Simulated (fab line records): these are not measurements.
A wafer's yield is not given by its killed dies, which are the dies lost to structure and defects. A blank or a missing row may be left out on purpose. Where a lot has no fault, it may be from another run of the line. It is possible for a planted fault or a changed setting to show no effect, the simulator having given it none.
Matching of chambers + flow gf180mcu + 4 sister chambers for GF_STI_CMP_25 on cmp-01
The step polishes, stops on Si3N4, t overpolish 33 s, target thk 524.6 nm. 4 wafers are shown with their chamber, then 8 later ones without.

WAFERS WITH THEIR CHAMBER
| wafer  | chamber | motorCurrentA (A) |
|--------|---------|-------------------|
| L899.4 | 0       | 13.0              |
| L901.3 | 2       | 11.4              |
| L901.4 | 3       | 11.1              |
| L906.1 | 1       | 11.1              |

WAFERS WITHOUT THEIR CHAMBER
| wafer  | motorCurrentA (A) |
|--------|-------------------|
| L906.2 | 12.1              |
| L906.4 | 11.6              |
| L907.1 | 12.8              |
| L907.4 | 11.0              |
| L907.5 | 11.3              |
| L910.1 | 11.6              |
| L910.3 | 10.8              |
| L910.4 | 11.2              |

EACH ONE'S CHAMBER
| wafer  | from the rows above               | in truth |
|--------|-----------------------------------|----------|
| L906.2 | can't be placed: 2 or 0 or 1 or 3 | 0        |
| L906.4 | can't be placed: 2 or 1 or 3      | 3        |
| L907.1 | 0                                 | 0        |
| L907.4 | can't be placed: 1 or 3 or 2      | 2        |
| L907.5 | can't be placed: 2 or 1 or 3      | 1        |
| L910.1 | can't be placed: 2 or 1 or 3      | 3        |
| L910.3 | can't be placed: 1 or 3 or 2      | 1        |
| L910.4 | can't be placed: 1 or 3 or 2      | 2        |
Correct placement for 1 of the 8. From these rows, 7 cannot be placed; in 7 the true chamber is one of the candidates. Placed wrongly: 0.
How it was worked out, from the rows above alone: a wafer's distance from a chamber is the root of the sum, over the readings, of the square of ((its reading less the chamber's mean) divided by the reading's scatter). If the next closest chamber is less than 2 further off than the closest, the wafer can't be placed; otherwise it belongs to the closest. For every chamber, the mean is computed from those of its wafers that are shown. The scatter: with one shown wafer a chamber, the root of the mean of the squares of how far each hidden wafer lies from its nearest shown one.
